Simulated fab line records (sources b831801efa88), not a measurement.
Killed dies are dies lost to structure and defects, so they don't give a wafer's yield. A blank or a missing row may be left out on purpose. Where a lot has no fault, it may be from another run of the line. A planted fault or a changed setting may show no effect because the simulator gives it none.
Chamber matching / flow sky130 / 4 sister chambers for SKY_VIA2_CMP_24 on cmp-02
The step polishes, stops on SiO2, t overpolish 20 s, target thk 0 nm. 27 wafers are shown with their chamber, then 12 later ones without.

## WAFERS, EACH WITH ITS CHAMBER
wafer=L074.1; chamber=2; motor-current-A (A)=11.7; time-to-endpoint-s (s)=101; overpolish-run-s (s)=20.017
wafer=L074.2; chamber=1; motor-current-A (A)=11.4; time-to-endpoint-s (s)=99; overpolish-run-s (s)=20.003
wafer=L074.6; chamber=1; motor-current-A (A)=11.7; time-to-endpoint-s (s)=103; overpolish-run-s (s)=20.014
wafer=L081.1; chamber=1; motor-current-A (A)=11.6; time-to-endpoint-s (s)=105; overpolish-run-s (s)=19.991
wafer=L081.2; chamber=0; motor-current-A (A)=8.5; time-to-endpoint-s (s)=100; overpolish-run-s (s)=19.993
wafer=L081.3; chamber=3; motor-current-A (A)=11.9; time-to-endpoint-s (s)=92; overpolish-run-s (s)=19.994
wafer=L083.1; chamber=0; motor-current-A (A)=8.7; time-to-endpoint-s (s)=108; overpolish-run-s (s)=19.993
wafer=L083.4; chamber=2; motor-current-A (A)=12.3; time-to-endpoint-s (s)=105; overpolish-run-s (s)=20.000
wafer=L083.6; chamber=0; motor-current-A (A)=9.0; time-to-endpoint-s (s)=105; overpolish-run-s (s)=20.005
wafer=L084.1; chamber=0; motor-current-A (A)=8.1; time-to-endpoint-s (s)=105; overpolish-run-s (s)=19.995
wafer=L084.3; chamber=2; motor-current-A (A)=11.8; time-to-endpoint-s (s)=104; overpolish-run-s (s)=20.013
wafer=L084.4; chamber=1; motor-current-A (A)=11.5; time-to-endpoint-s (s)=106; overpolish-run-s (s)=20.003
wafer=L085.2; chamber=3; motor-current-A (A)=12.2; time-to-endpoint-s (s)=95; overpolish-run-s (s)=20.002
wafer=L085.3; chamber=2; motor-current-A (A)=11.9; time-to-endpoint-s (s)=103; overpolish-run-s (s)=19.994
wafer=L085.4; chamber=1; motor-current-A (A)=10.5; time-to-endpoint-s (s)=109; overpolish-run-s (s)=20.012
wafer=L087.2; chamber=3; motor-current-A (A)=11.0; time-to-endpoint-s (s)=97; overpolish-run-s (s)=19.986
wafer=L087.3; chamber=1; motor-current-A (A)=11.9; time-to-endpoint-s (s)=100; overpolish-run-s (s)=20.004
wafer=L087.5; chamber=2; motor-current-A (A)=11.5; time-to-endpoint-s (s)=104; overpolish-run-s (s)=20.013
wafer=L088.3; chamber=2; motor-current-A (A)=11.5; time-to-endpoint-s (s)=109; overpolish-run-s (s)=19.989
wafer=L088.5; chamber=2; motor-current-A (A)=11.8; time-to-endpoint-s (s)=107; overpolish-run-s (s)=19.990
wafer=L088.6; chamber=1; motor-current-A (A)=11.5; time-to-endpoint-s (s)=112; overpolish-run-s (s)=19.998
wafer=L090.2; chamber=1; motor-current-A (A)=11.2; time-to-endpoint-s (s)=105; overpolish-run-s (s)=20.004
wafer=L090.5; chamber=0; motor-current-A (A)=8.9; time-to-endpoint-s (s)=101; overpolish-run-s (s)=20.007
wafer=L090.6; chamber=3; motor-current-A (A)=11.3; time-to-endpoint-s (s)=95; overpolish-run-s (s)=19.988
wafer=L091.1; chamber=2; motor-current-A (A)=12.0; time-to-endpoint-s (s)=103; overpolish-run-s (s)=19.997
wafer=L091.4; chamber=3; motor-current-A (A)=11.2; time-to-endpoint-s (s)=91; overpolish-run-s (s)=20.006
wafer=L091.5; chamber=0; motor-current-A (A)=8.9; time-to-endpoint-s (s)=98; overpolish-run-s (s)=19.995

SIGNATURES (averages over the wafers above)
reading=motor-current-A; chamber 0=8.683; chamber 1=11.412; chamber 2=11.812; chamber 3=11.520; scatter within a chamber=0.381
reading=time-to-endpoint-s; chamber 0=102.83; chamber 1=104.88; chamber 2=104.50; chamber 3=94.00; scatter within a chamber=3.42
reading=overpolish-run-s; chamber 0=19.99800; chamber 1=20.00362; chamber 2=20.00163; chamber 3=19.99520; scatter within a chamber=0.0087
Rule: for a wafer and a chamber, the distance is found by dividing, reading by reading, the gap between the wafer's reading and the chamber's mean by the reading's scatter, squaring, summing and taking the root. If the next closest chamber is less than 2 further off than the closest, the wafer can't be placed; otherwise it belongs to the closest. The scatter: the root of (the sum of the squares of (reading less its chamber's mean) over the shown wafers, divided by (wafers less chambers)).

## WAFERS WHOSE CHAMBER IS MISSING
wafer=L092.1; motor-current-A (A)=11.8; time-to-endpoint-s (s)=108; overpolish-run-s (s)=20.007
wafer=L092.5; motor-current-A (A)=9.0; time-to-endpoint-s (s)=108; overpolish-run-s (s)=19.988
wafer=L092.6; motor-current-A (A)=11.7; time-to-endpoint-s (s)=106; overpolish-run-s (s)=20.003
wafer=L095.1; motor-current-A (A)=12.0; time-to-endpoint-s (s)=104; overpolish-run-s (s)=20.017
wafer=L095.2; motor-current-A (A)=11.5; time-to-endpoint-s (s)=106; overpolish-run-s (s)=20.004
wafer=L095.6; motor-current-A (A)=11.8; time-to-endpoint-s (s)=102; overpolish-run-s (s)=20.004
wafer=L096.1; motor-current-A (A)=11.5; time-to-endpoint-s (s)=94; overpolish-run-s (s)=19.991
wafer=L096.3; motor-current-A (A)=8.6; time-to-endpoint-s (s)=102; overpolish-run-s (s)=20.005
wafer=L096.5; motor-current-A (A)=12.6; time-to-endpoint-s (s)=106; overpolish-run-s (s)=20.005
wafer=L097.2; motor-current-A (A)=8.7; time-to-endpoint-s (s)=111; overpolish-run-s (s)=20.002
wafer=L097.3; motor-current-A (A)=11.0; time-to-endpoint-s (s)=106; overpolish-run-s (s)=19.983
wafer=L097.5; motor-current-A (A)=8.8; time-to-endpoint-s (s)=105; overpolish-run-s (s)=19.998

## CHAMBER TAKEN BY EACH
wafer=L092.1; from the rows above=can't be placed: 2 or 1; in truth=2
wafer=L092.5; from the rows above=0; in truth=0
wafer=L092.6; from the rows above=can't be placed: 2 or 1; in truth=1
wafer=L095.1; from the rows above=can't be placed: 2 or 1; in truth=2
wafer=L095.2; from the rows above=can't be placed: 1 or 2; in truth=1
wafer=L095.6; from the rows above=can't be placed: 2 or 1 or 3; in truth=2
wafer=L096.1; from the rows above=3; in truth=3
wafer=L096.3; from the rows above=0; in truth=0
wafer=L096.5; from the rows above=can't be placed: 2 or 1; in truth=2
wafer=L097.2; from the rows above=0; in truth=0
wafer=L097.3; from the rows above=can't be placed: 1 or 2 or 3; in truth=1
wafer=L097.5; from the rows above=0; in truth=0
Correctly placed: 5 of 12. Unplaceable from these rows: 7, with the true chamber sitting among the candidates in 7. 0 placed wrongly.
